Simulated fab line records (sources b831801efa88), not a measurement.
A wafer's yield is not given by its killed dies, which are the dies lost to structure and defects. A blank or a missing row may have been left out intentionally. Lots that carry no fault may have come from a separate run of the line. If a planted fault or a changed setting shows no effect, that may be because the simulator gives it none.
Matching of chambers + flow gf180mcu + 4 sister chambers for GF_V1_ETCH_16 on rie-diel-02
The step etches BARC in N2/H2. 22 wafers are shown with their chamber, then 11 later ones without.

## WAFERS PAIRED WITH THEIR CHAMBERS
| wafer  | chamber | drypump-motor-current-A (A) | throttle-valve-pct (%) | oes-product-au (a.u.) |
|--------|---------|-----------------------------|------------------------|-----------------------|
| L077.1 | 0       | 5.7                         | 13.238                 | 0.864                 |
| L077.2 | 3       | 6.7                         | 13.220                 | 0.863                 |
| L077.3 | 1       | 5.7                         | 13.223                 | 0.860                 |
| L079.1 | 3       | 6.7                         | 13.220                 | 0.847                 |
| L079.2 | 2       | 6.3                         | 13.219                 | 0.854                 |
| L079.5 | 2       | 6.3                         | 13.215                 | 0.855                 |
| L080.1 | 0       | 5.7                         | 13.228                 | 0.858                 |
| L080.5 | 1       | 5.7                         | 13.218                 | 0.853                 |
| L080.6 | 2       | 6.3                         | 13.206                 | 0.856                 |
| L081.2 | 0       | 5.7                         | 13.227                 | 0.859                 |
| L081.3 | 2       | 6.4                         | 13.218                 | 0.853                 |
| L081.5 | 3       | 6.7                         | 13.232                 | 0.859                 |
| L082.3 | 1       | 5.7                         | 13.225                 | 0.854                 |
| L082.4 | 0       | 5.7                         | 13.237                 | 0.859                 |
| L082.6 | 1       | 5.7                         | 13.234                 | 0.853                 |
| L084.2 | 2       | 6.3                         | 13.217                 | 0.848                 |
| L084.3 | 1       | 5.7                         | 13.232                 | 0.858                 |
| L084.6 | 3       | 6.7                         | 13.226                 | 0.852                 |
| L085.3 | 3       | 6.7                         | 13.220                 | 0.858                 |
| L085.5 | 1       | 5.7                         | 13.243                 | 0.853                 |
| L085.6 | 0       | 5.8                         | 13.237                 | 0.850                 |
| L088.2 | 0       | 5.7                         | 13.224                 | 0.854                 |

SIGNATURES (means of the wafers above)
| reading                 | chamber 0 | chamber 1 | chamber 2 | chamber 3 | scatter within a chamber |
|-------------------------|-----------|-----------|-----------|-----------|--------------------------|
| drypump-motor-current-A | 5.717     | 5.700     | 6.320     | 6.700     | 0.0301                   |
| throttle-valve-pct      | 13.23183  | 13.22917  | 13.21500  | 13.22360  | 0.00674                  |
| oes-product-au          | 0.85733   | 0.85517   | 0.85320   | 0.85580   | 0.00447                  |
Rule: for each reading, subtract the chamber's mean from the wafer's reading, divide by that reading's scatter and square the result; add these up over the readings and take the root, which gives the wafer's distance from the chamber. The wafer belongs to the nearest chamber; if the next one is less than 2 further off, it can't be placed. The scatter: take each reading less its chamber's mean, square it, sum over the shown wafers, divide by the number of wafers less the number of chambers, and take the root.

## WAFERS MISSING THEIR CHAMBER
| wafer  | drypump-motor-current-A (A) | throttle-valve-pct (%) | oes-product-au (a.u.) |
|--------|-----------------------------|------------------------|-----------------------|
| L088.3 | 5.6                         | 13.245                 | 0.853                 |
| L088.4 | 5.7                         | 13.230                 | 0.856                 |
| L090.3 | 5.7                         | 13.229                 | 0.852                 |
| L090.5 | 5.7                         | 13.248                 | 0.862                 |
| L090.6 | 6.3                         | 13.232                 | 0.851                 |
| L092.3 | 5.7                         | 13.244                 | 0.854                 |
| L092.4 | 5.7                         | 13.225                 | 0.855                 |
| L092.5 | 6.3                         | 13.239                 | 0.855                 |
| L096.3 | 6.8                         | 13.231                 | 0.857                 |
| L096.4 | 5.7                         | 13.229                 | 0.860                 |
| L096.5 | 5.7                         | 13.221                 | 0.853                 |

## THE CHAMBER EACH PASSED THROUGH
| wafer  | from the rows above     | in truth |
|--------|-------------------------|----------|
| L088.3 | can't be placed: 1 or 0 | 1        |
| L088.4 | can't be placed: 1 or 0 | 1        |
| L090.3 | can't be placed: 1 or 0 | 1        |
| L090.5 | can't be placed: 0 or 1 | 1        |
| L090.6 | 2                       | 2        |
| L092.3 | can't be placed: 0 or 1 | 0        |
| L092.4 | can't be placed: 1 or 0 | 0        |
| L092.5 | 2                       | 2        |
| L096.3 | 3                       | 3        |
| L096.4 | can't be placed: 0 or 1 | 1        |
| L096.5 | can't be placed: 1 or 0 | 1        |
3 of 11 placed correctly. From these rows, 8 cannot be placed; in 8 the true chamber is one of the candidates. 0 placed wrongly.
